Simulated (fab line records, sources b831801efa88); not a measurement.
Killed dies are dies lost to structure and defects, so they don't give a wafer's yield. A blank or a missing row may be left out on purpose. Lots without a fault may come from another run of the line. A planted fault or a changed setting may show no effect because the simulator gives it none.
Chamber matching | flow gf180mcu | GF_CONTACT_CMP_04 on cmp-01: 4 sister chambers
The step polishes SiO2. 4 wafers are shown with their chamber, then 7 later ones without.

WAFERS WITH THEIR CHAMBER
wafer  | chamber | motor_current_A (A)
L229.4 | 2       | 9.8
L229.6 | 3       | 13.5
L231.2 | 1       | 11.2
L231.3 | 0       | 11.3

WAFERS WITHOUT THEIR CHAMBER
wafer  | motor_current_A (A)
L231.5 | 11.0
L233.1 | 10.8
L233.4 | 14.3
L233.5 | 11.6
L236.1 | 10.4
L236.2 | 11.2
L236.3 | 14.8

WHICH CHAMBER EACH WENT THROUGH
wafer  | from the rows above          | in truth
L231.5 | can't be placed: 1 or 0 or 2 | 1
L233.1 | can't be placed: 1 or 0 or 2 | 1
L233.4 | 3                            | 3
L233.5 | can't be placed: 0 or 1      | 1
L236.1 | can't be placed: 2 or 1 or 0 | 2
L236.2 | can't be placed: 1 or 0      | 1
L236.3 | 3                            | 3
Placed correctly: 2 of 7. Can't be placed from these rows: 5 (the true chamber is among the candidates in 5). Placed wrongly: 0.
How it was worked out, from the rows above alone: a wafer's distance from a chamber is the root of the sum, over the readings, of the square of ((its reading less the chamber's mean) divided by the reading's scatter). The wafer belongs to the nearest chamber; if the next one is less than 2 further off, it can't be placed. A chamber's mean is the mean of its shown wafers. The scatter: with one shown wafer a chamber, the root of the mean of the squares of how far each hidden wafer lies from its nearest shown one.
